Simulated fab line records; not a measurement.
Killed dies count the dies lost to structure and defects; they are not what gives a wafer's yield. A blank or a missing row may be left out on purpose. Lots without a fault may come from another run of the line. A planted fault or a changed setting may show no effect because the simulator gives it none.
fab line records	flow gf180mcu	part 2 of 2: steps 34 to 46 of 46
record lots=5	wafers=15	last_day=31
route steps=602 shown DUAL_GATE@150 POLY_GATE@157 HV_LDD@176
lots that met no fault: taken from a fault-free run of the same line
start_h: the number of hours between the record's first day and the start of the first shown wafer of the lot	wait_h: how many hours have passed since the lot's step before this one	" identical to the entry in the row above	L1.1+2: several wafers, shown together as one row	- either no value or no given start	* or withheld: withheld	< > ~ a bound
route shown NAME@n: names a module that has steps shown in the file, with the first one's number in the route	usual: the fault-free wafers' mean and standard deviation	same: alike in all rows	chamber/n: place in a boat	sites: per-site readings	_std_site: the standard deviation of these	_edge_site: inner sites' mean taken away from outer sites' mean	radius_mm: for every site, how far away it sits from the centre of the wafer	mask NAME#n: copy n	behind: the most recent tool/chamber to have shaped the wafer	hold: cause of the lot's hold/its duration in hours/its outcome	device: which transistor (n, p or np) failed to switch	end of line: the same wafers' tests at the end of the route	a step given without rows: its recipe and nothing more	killed: dies lost to structure and defects at the first sort, not the wafer's yield	map: dies across one wafer; x = killed, . = not, _ = none there
set.NAME: setting as actually run; set.NAME@STEP: the setting as run at that earlier step	model.NAME: the simulator's own value behind a step, which no gauge read
certain route steps with their lots: each step a table, each wafer a row
services: the hour from which a tool's chamber was out of use, counted from the record's first day as start_h (under 0 if before that day), plus the number of hours and why
## steps
# step GF_HV_LDD_CD_MEAS_07
# recipe target_cd_nm=400
# usual cd_nm=400.5/2.1
lot.wafer	tool	chamber	start_h	wait_h	cd_nm
L077.1	cd_sem-01	-	238.42	0.1	396.9
L077.2	"	-	"	"	400.6
L077.5	"	-	"	"	400.5
L079.2	cd_sem-02	-	253.30	0.1	401.4
L079.4	"	-	"	"	400.6
L079.5	"	-	"	"	400.5
L081.1	cd_sem-01	-	267.62	0.2	401.2
L081.2	"	-	"	"	398.1
L081.3	"	-	"	"	400.5
L083.2	cd_sem-02	-	286.75	0.1	401.9
L083.4	"	-	"	"	401.7
L083.5	"	-	"	"	401.1
L085.4	cd_sem-01	-	300.49	0.1	398.8
L085.5	"	-	"	"	400.9
L085.6	"	-	"	"	399.5
# step GF_HV_LDD_OVL_MEAS_08
# usual HV_LDD_OVL=-0.7/1.4
lot.wafer	tool	chamber	start_h	wait_h	HV_LDD_OVL[nm]
L077.1	overlay-02	-	238.54	0.1	0.4
L077.2	"	-	"	"	0.4
L077.5	"	-	"	"	-0.3
L079.2	overlay-02	-	253.40	0.1	-0.4
L079.4	"	-	"	"	-0.5
L079.5	"	-	"	"	-1.5
L081.1	overlay-02	-	267.74	0.1	-1.0
L081.2	"	-	"	"	-0.9
L081.3	"	-	"	"	-1.8
L083.2	overlay-01	-	286.85	0.1	-0.3
L083.4	"	-	"	"	0.5
L083.5	"	-	"	"	0.7
L085.4	overlay-02	-	300.57	0.1	0.8
L085.5	"	-	"	"	-0.2
L085.6	"	-	"	"	2.2
# step GF_HV_LDD_IMPLANT_09
# recipe species=As	energy_kev=40	dose_cm2=1e+14	tilt_deg=7
lot.wafer	tool	chamber	start_h	wait_h
L077.1+2+5	implanter-04	0	238.58	0.0
L079.2+4+5	implanter-01	0	253.46	0.0
L081.1+2+3	implanter-02	0	267.78	0.0
L083.2+4+5	implanter-02	0	286.91	0.0
L085.4+5+6	implanter-01	0	300.66	0.1
# step GF_HV_LDD_STRIP_10
# recipe chemistry=O2/N2	power_w=1400	pressure_mtorr=1500	platen_temp_c=250	o2_flow_sccm=3000	n2_flow_sccm=300	overash_fraction=0.5
# usual drypump_motor_current_A=6.0/0.4	heater_power_w=327/40	oes_product_au=0.716/0.0042	strip_time_to_endpoint_s=12.63/0.04
lot.wafer	tool	chamber	start_h	wait_h	drypump_motor_current_A	heater_power_w	oes_product_au	rf_hours_counter_h	strip_time_to_endpoint_s
L077.1	plasma_asher-04	0	238.73	0.1	5.9	284	0.705	47	12.59
L077.2	"	1	"	"	5.4	338	0.713	47	12.61
L077.5	"	1	"	"	5.4	342	0.715	-	12.62
L079.2	plasma_asher-03	0	253.58	0.1	6.1	342	0.714	56	12.56
L079.4	"	0	"	"	6.1	339	0.721	-	12.55
L079.5	"	1	"	"	6.0	276	0.717	-	12.57
L081.1	plasma_asher-01	0	267.93	0.1	6.7	333	0.716	17	12.55
L081.2	"	1	"	"	6.2	404	0.716	17	12.56
L081.3	"	1	"	"	6.2	393	0.716	-	12.55
L083.2	plasma_asher-04	0	287.03	0.1	5.8	289	0.721	49	12.61
L083.4	"	1	"	"	5.4	337	0.723	-	12.60
L083.5	"	1	"	"	5.4	343	0.720	-	12.59
L085.4	plasma_asher-03	0	300.77	0.1	6.1	339	0.724	-	12.62
L085.5	"	1	"	"	6.0	292	0.719	-	12.62
L085.6	"	0	"	"	6.1	347	0.721	-	12.65
# step GF_HV_LDD_TW_MEAS_11
# usual HV_LDD_TW=2412/18
lot.wafer	tool	chamber	start_h	wait_h	HV_LDD_TW
L077.1	film_metro-03	-	238.83	0.1	2431
L077.2	"	-	"	"	2421
L077.5	"	-	"	"	2433
L079.2	film_metro-03	-	253.69	0.1	2420
L079.4	"	-	"	"	2420
L079.5	"	-	"	"	2423
L081.1	film_metro-04	-	268.03	0.1	2384
L081.2	"	-	"	"	2386
L081.3	"	-	"	"	2387
L083.2	film_metro-03	-	287.14	0.1	2437
L083.4	"	-	"	"	2442
L083.5	"	-	"	"	2440
L085.4	film_metro-03	-	300.86	0.1	2439
L085.5	"	-	"	"	2427
L085.6	"	-	"	"	2436
# step GF_HV_LDD_DEHYDRATE_12
# recipe temp_c=200	time_s=60
lot.wafer	tool	chamber	start_h	wait_h
L077.1+2+5	litho_track-02	0	247.37	8.5
L079.2+4+5	litho_track-01	0	261.70	8.0
L081.1+2+3	litho_track-03	0	277.46	9.4
L083.2+4+5	litho_track-03	0	296.54	9.4
L085.4+5+6	litho_track-02	0	310.40	9.5
# step GF_HV_LDD_HMDS_13
# recipe prime_time_s=60	prime_temp_c=120
lot.wafer	tool	chamber	start_h	wait_h
L077.1+2+5	litho_track-02	0	247.52	0.1
L079.2+4+5	litho_track-01	0	261.85	0.1
L081.1+2+3	litho_track-03	0	277.61	0.1
L083.2+4+5	litho_track-03	0	296.69	0.1
L085.4+5+6	litho_track-02	0	310.55	0.1
# step GF_HV_LDD_COAT_14
# recipe resist=NOVOLAK	spin_rpm=3000	resist_thk_nm=1000
lot.wafer	tool	chamber	start_h	wait_h
L077.1+2+5	litho_track-02	0	247.67	0.1
L079.2+4+5	litho_track-01	0	262.00	0.1
L081.1+2+3	litho_track-03	0	277.76	0.1
L083.2+4+5	litho_track-03	0	296.84	0.1
L085.4+5+6	litho_track-02	0	310.70	0.1
# step GF_HV_LDD_SOFTBAKE_15
# recipe temp_c=90	time_s=60	resist=NOVOLAK
lot.wafer	tool	chamber	start_h	wait_h
L077.1+2+5	litho_track-02	0	247.82	0.1
L079.2+4+5	litho_track-01	0	262.15	0.1
L081.1+2+3	litho_track-03	0	277.91	0.1
L083.2+4+5	litho_track-03	0	296.99	0.1
L085.4+5+6	litho_track-02	0	310.85	0.1
# step GF_HV_LDD_EXPOSE_16
# recipe mask_id=Pplus_LV_AREA	target_cd_nm=400	na=0.6	source_shape=conventional	sigma_outer=0.6	dose_mj=140
lot.wafer	tool	chamber	start_h	wait_h	mask
L077.1+2+5	iline_stepper-02	0	-	-	Pplus_LV_AREA#0
L079.2+4+5	iline_stepper-01	0	-	-	Pplus_LV_AREA#0
L081.1+2+3	iline_stepper-02	0	-	-	Pplus_LV_AREA#0
L083.2+4+5	iline_stepper-01	0	-	-	Pplus_LV_AREA#0
L085.4+5+6	iline_stepper-01	0	-	-	Pplus_LV_AREA#0
# step GF_HV_LDD_PEB_17
# recipe temp_c=withheld	time_s=*	resist=NOVOLAK
lot.wafer	tool	chamber	start_h	wait_h
L077.1+2+5	litho_track-02	0	-	-
L079.2+4+5	litho_track-03	0	-	-
L081.1+2+3	litho_track-01	0	-	-
L083.2+4+5	litho_track-02	0	-	-
L085.4+5+6	litho_track-01	0	-	-
# step GF_HV_LDD_DEVELOP_18
# recipe develop_time_s=60	dev_temp_c=23
lot.wafer	tool	chamber	start_h	wait_h
L077.1+2+5	litho_track-02	0	256.77	0.1
L079.2+4+5	litho_track-03	0	271.79	0.1
L081.1+2+3	litho_track-01	0	287.48	0.1
L083.2+4+5	litho_track-02	0	306.20	0.1
L085.4+5+6	litho_track-01	0	321.25	0.1
# step GF_HV_LDD_CD_MEAS_19
# recipe target_cd_nm=400
# usual cd_nm=399.7/2
lot.wafer	tool	chamber	start_h	wait_h	cd_nm
L077.1	cd_sem-02	-	256.92	0.1	401.8
L077.2	"	-	"	"	402.5
L077.5	"	-	"	"	402.6
L079.2	cd_sem-01	-	271.93	0.1	400.7
L079.4	"	-	"	"	397.9
L079.5	"	-	"	"	399.8
L081.1	cd_sem-02	-	287.63	0.1	399.8
L081.2	"	-	"	"	400.8
L081.3	"	-	"	"	397.9
L083.2	cd_sem-02	-	306.34	0.1	399.6
L083.4	"	-	"	"	401.2
L083.5	"	-	"	"	398.4
L085.4	cd_sem-02	-	321.39	0.1	397.3
L085.5	"	-	"	"	399.2
L085.6	"	-	"	"	399.5
## services
tool	chamber	start_h	hours	kind
plasma_asher-01	-	174.30	1.4	repair
iline_stepper-02	-	186.33	2.1	repair
krf_scanner-02	-	187.43	1.0	pm
rie_diel-04	-	191.66	14.6	pm
plasma_asher-03	-	198.95	3.0	repair
krf_scanner-02	-	200.59	0.8	pm
iline_stepper-02	-	202.45	4.8	repair
iline_stepper-01	-	210.70	2.1	repair
lpcvd-01	-	216.05	0.9	repair
rie_si-01	2	219.37	2.9	repair
furnace-02	-	219.68	3.0	pm
furnace-02	-	239.02	4.4	pm
rie_diel-04	-	239.54	0.1	repair
rie_diel-04	3	243.05	7.1	repair
furnace-01	-	244.66	3.2	pm
plasma_asher-04	-	245.22	28.1	pm
iline_stepper-02	-	245.98	1.7	pm
iline_stepper-01	-	257.85	0.8	repair
rie_diel-04	-	273.79	2.8	pm
wet_bench-01	-	275.90	2.6	repair
rie_diel-04	3	276.65	51.4	repair
iline_stepper-02	-	292.17	7.8	repair
wet_bench-01	-	303.92	43.7	repair
rie_diel-04	-	311.36	0.3	repair
